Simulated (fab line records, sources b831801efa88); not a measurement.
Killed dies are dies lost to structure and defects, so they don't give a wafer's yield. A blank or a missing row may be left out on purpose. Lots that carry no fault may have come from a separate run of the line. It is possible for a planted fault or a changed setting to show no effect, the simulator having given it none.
The tool behind it: which one? || flow gf180mcu || 13 lots, 39 wafers sampled, at 4 steps of a route of 602

WHAT EACH GAUGE READ, for each wafer
GF_V4_THK_MEAS_25: measures by xrf.
{"lot": "L306", "measured": "day 25 00:08", "on": "film metro-04", "V4_W_THK (nm)": "356 353 352"}
{"lot": "L307", "measured": "day 25 11:49", "on": "film metro-01", "V4_W_THK (nm)": "352 354 346"}
{"lot": "L308", "measured": "day 25 13:56", "on": "film metro-01", "V4_W_THK (nm)": "353 354 355"}
{"lot": "L312", "measured": "day 27 01:20", "on": "film metro-04", "V4_W_THK (nm)": "357 354 355"}
{"lot": "L313", "measured": "day 27 05:14", "on": "film metro-02", "V4_W_THK (nm)": "351 351 352"}
{"lot": "L315", "measured": "day 27 14:11", "on": "film metro-04", "V4_W_THK (nm)": "355 354 353"}
{"lot": "L316", "measured": "day 28 01:26", "on": "film metro-01", "V4_W_THK (nm)": "354 349 350"}
{"lot": "L320", "measured": "day 29 07:10", "on": "film metro-02", "V4_W_THK (nm)": "351 353 354"}
{"lot": "L322", "measured": "day 29 20:45", "on": "film metro-01", "V4_W_THK (nm)": "350 351 350"}
{"lot": "L323", "measured": "day 30 00:44", "on": "film metro-04", "V4_W_THK (nm)": "352 353 350"}
{"lot": "L324", "measured": "day 30 08:08", "on": "film metro-04", "V4_W_THK (nm)": "359 355 357"}
{"lot": "L325", "measured": "day 30 17:02", "on": "film metro-04", "V4_W_THK (nm)": "352 360 354"}
{"lot": "L328", "measured": "day 31 04:47", "on": "film metro-02", "V4_W_THK (nm)": "355 346 346"}

GF_MIM_THK_MEAS_06.
{"lot": "L306", "measured": "day 25 00:44", "on": "film metro-03", "MIM_CVD_05_THK (nm)": "42.2 43.3 43.4"}
{"lot": "L307", "measured": "day 25 12:25", "on": "film metro-03", "MIM_CVD_05_THK (nm)": "41.5 42.2 42.3"}
{"lot": "L308", "measured": "day 25 14:34", "on": "film metro-03", "MIM_CVD_05_THK (nm)": "42.1 42.5 42.4"}
{"lot": "L312", "measured": "day 27 01:57", "on": "film metro-03", "MIM_CVD_05_THK (nm)": "42.0 41.2 41.9"}
{"lot": "L313", "measured": "day 27 05:52", "on": "film metro-01", "MIM_CVD_05_THK (nm)": "42.2 49.8 42.0"}
{"lot": "L315", "measured": "day 27 14:48", "on": "film metro-02", "MIM_CVD_05_THK (nm)": "42.3 42.1 49.9"}
{"lot": "L316", "measured": "day 28 02:03", "on": "film metro-03", "MIM_CVD_05_THK (nm)": "49.4 42.1 42.4"}
{"lot": "L320", "measured": "day 29 07:48", "on": "film metro-03", "MIM_CVD_05_THK (nm)": "41.9 42.2 42.3"}
{"lot": "L322", "measured": "day 29 21:22", "on": "film metro-02", "MIM_CVD_05_THK (nm)": "41.5 42.7 42.5"}
{"lot": "L323", "measured": "day 30 01:22", "on": "film metro-03", "MIM_CVD_05_THK (nm)": "41.8 42.6 42.4"}
{"lot": "L324", "measured": "day 30 08:45", "on": "film metro-01", "MIM_CVD_05_THK (nm)": "42.0 42.1 42.6"}
{"lot": "L325", "measured": "day 30 17:40", "on": "film metro-03", "MIM_CVD_05_THK (nm)": "42.4 42.2 43.3"}
{"lot": "L328", "measured": "day 31 05:25", "on": "film metro-03", "MIM_CVD_05_THK (nm)": "42.2 42.5 43.1"}

WHICH TOOL RAN EACH LOT (tool, then ch and the chambers of the sampled wafers, then the start)
{"lot": "L306", "GF_V4_SPUTTER_22": "pvd sputter-02, day 24 23:50", "GF_MIM_CVD_05": "pecvd-04 ch 0,2, day 25 00:42"}
{"lot": "L307", "GF_V4_SPUTTER_22": "pvd sputter-01, day 25 11:32", "GF_MIM_CVD_05": "pecvd-02 ch 1,2, day 25 12:23"}
{"lot": "L308", "GF_V4_SPUTTER_22": "pvd sputter-01, day 25 13:39", "GF_MIM_CVD_05": "pecvd-04 ch 1,2, day 25 14:30"}
{"lot": "L312", "GF_V4_SPUTTER_22": "pvd sputter-03, day 27 01:04", "GF_MIM_CVD_05": "pecvd-04 ch 0,1,2, day 27 01:55"}
{"lot": "L313", "GF_V4_SPUTTER_22": "pvd sputter-01, day 27 04:58", "GF_MIM_CVD_05": "pecvd-04 ch 0,1,2, day 27 05:49"}
{"lot": "L315", "GF_V4_SPUTTER_22": "pvd sputter-03, day 27 13:55", "GF_MIM_CVD_05": "pecvd-04 ch 0,1,2, day 27 14:46"}
{"lot": "L316", "GF_V4_SPUTTER_22": "pvd sputter-02, day 28 01:10", "GF_MIM_CVD_05": "pecvd-04 ch 0,1, day 28 02:01"}
{"lot": "L320", "GF_V4_SPUTTER_22": "pvd sputter-03, day 29 06:53", "GF_MIM_CVD_05": "pecvd-02 ch 0,1,2, day 29 07:46"}
{"lot": "L322", "GF_V4_SPUTTER_22": "pvd sputter-02, day 29 20:27", "GF_MIM_CVD_05": "pecvd-03 ch 0,1,2, day 29 21:19"}
{"lot": "L323", "GF_V4_SPUTTER_22": "pvd sputter-03, day 30 00:27", "GF_MIM_CVD_05": "pecvd-02 ch 0,1,2, day 30 01:18"}
{"lot": "L324", "GF_V4_SPUTTER_22": "pvd sputter-01, day 30 07:50", "GF_MIM_CVD_05": "pecvd-02 ch 0,1, day 30 08:41"}
{"lot": "L325", "GF_V4_SPUTTER_22": "pvd sputter-02, day 30 16:46", "GF_MIM_CVD_05": "pecvd-02 ch 1,2, day 30 17:37"}
{"lot": "L328", "GF_V4_SPUTTER_22": "pvd sputter-01, day 31 04:30", "GF_MIM_CVD_05": "pecvd-04 ch 0,1,2, day 31 05:21"}
- GF_V4_SPUTTER_22: material TiN, target thk 10 nm, time 40 s.
- GF_MIM_CVD_05: deposits Si3N4, target thk 42 nm, time 29.086 s.

WHAT THE TOOLS THEMSELVES READ (means of the sampled wafers that have a number; where no wafer has one, the mark that the record gives instead)
GF_V4_SPUTTER_22.
{"lot": "L306", "tool": "pvd sputter-02", "throttle valve pct (%)": 29.1}
{"lot": "L307", "tool": "pvd sputter-01", "throttle valve pct (%)": 30.1}
{"lot": "L308", "tool": "pvd sputter-01", "throttle valve pct (%)": 30.0}
{"lot": "L312", "tool": "pvd sputter-03", "throttle valve pct (%)": 28.9}
{"lot": "L313", "tool": "pvd sputter-01", "throttle valve pct (%)": 29.8}
{"lot": "L315", "tool": "pvd sputter-03", "throttle valve pct (%)": 29.3}
{"lot": "L316", "tool": "pvd sputter-02", "throttle valve pct (%)": 29.2}
{"lot": "L320", "tool": "pvd sputter-03", "throttle valve pct (%)": 29.1}
{"lot": "L322", "tool": "pvd sputter-02", "throttle valve pct (%)": 29.0}
{"lot": "L323", "tool": "pvd sputter-03", "throttle valve pct (%)": 29.8}
{"lot": "L324", "tool": "pvd sputter-01", "throttle valve pct (%)": 30.0}
{"lot": "L325", "tool": "pvd sputter-02", "throttle valve pct (%)": 29.0}
{"lot": "L328", "tool": "pvd sputter-01", "throttle valve pct (%)": 29.3}

GF_MIM_CVD_05.
{"lot": "L306", "tool": "pecvd-04", "heater power w (W)": 609, "temp max c (C)": 400.01}
{"lot": "L307", "tool": "pecvd-02", "heater power w (W)": 713, "temp max c (C)": 400.10}
{"lot": "L308", "tool": "pecvd-04", "heater power w (W)": 661, "temp max c (C)": 400.24}
{"lot": "L312", "tool": "pecvd-04", "heater power w (W)": 685, "temp max c (C)": 400.02}
{"lot": "L313", "tool": "pecvd-04", "heater power w (W)": 652, "temp max c (C)": 399.83}
{"lot": "L315", "tool": "pecvd-04", "heater power w (W)": 674, "temp max c (C)": 400.10}
{"lot": "L316", "tool": "pecvd-04", "heater power w (W)": 716, "temp max c (C)": 399.87}
{"lot": "L320", "tool": "pecvd-02", "heater power w (W)": 740, "temp max c (C)": 400.10}
{"lot": "L322", "tool": "pecvd-03", "heater power w (W)": 651, "temp max c (C)": 399.97}
{"lot": "L323", "tool": "pecvd-02", "heater power w (W)": 727, "temp max c (C)": 400.13}
{"lot": "L324", "tool": "pecvd-02", "heater power w (W)": 771, "temp max c (C)": 400.24}
{"lot": "L325", "tool": "pecvd-02", "heater power w (W)": 756, "temp max c (C)": 400.07}
{"lot": "L328", "tool": "pecvd-04", "heater power w (W)": 688, "temp max c (C)": 400.16}

THE ANSWER, worked out from the rows above alone
Rule: the usual values come from the lots themselves. The widest of any qualifying gaps counts: lots, ordered by their means at a reading, are off when they make up no more than a third of the lots, leave a main group of 4 or more, and stand apart from it by 3 or more times the standard deviation of that group's means. A main group whose means are all the same, to the digits that the tables above print for the reading, isn't used. Also off: a lot with no number at a reading for which 4 or more lots have one. Where the step has rows for the other lots, those lots are counted as sound. After the gauges, taken in route order, come the tools' own readings; for these a lot's mean is taken, as printed above. At the first step where some lot is off, the reading lying furthest off is the one used; lots without a number count as furthest.
Off: L313, L315, L316, at GF_MIM_THK_MEAS_06 (MIM_CVD_05_THK). The main group has a mean of 42.3 nm with a standard deviation of 0.34.
If a tool, at a process step before that reading, ran all the lots that are off and no sound lot after the first of them, it fits. Gauges at GF_MIM_THK_MEAS_06: tried the same way as those tools. Of those tried, none fits.

WHAT HAD BEEN PUT IN BY THE SIMULATOR
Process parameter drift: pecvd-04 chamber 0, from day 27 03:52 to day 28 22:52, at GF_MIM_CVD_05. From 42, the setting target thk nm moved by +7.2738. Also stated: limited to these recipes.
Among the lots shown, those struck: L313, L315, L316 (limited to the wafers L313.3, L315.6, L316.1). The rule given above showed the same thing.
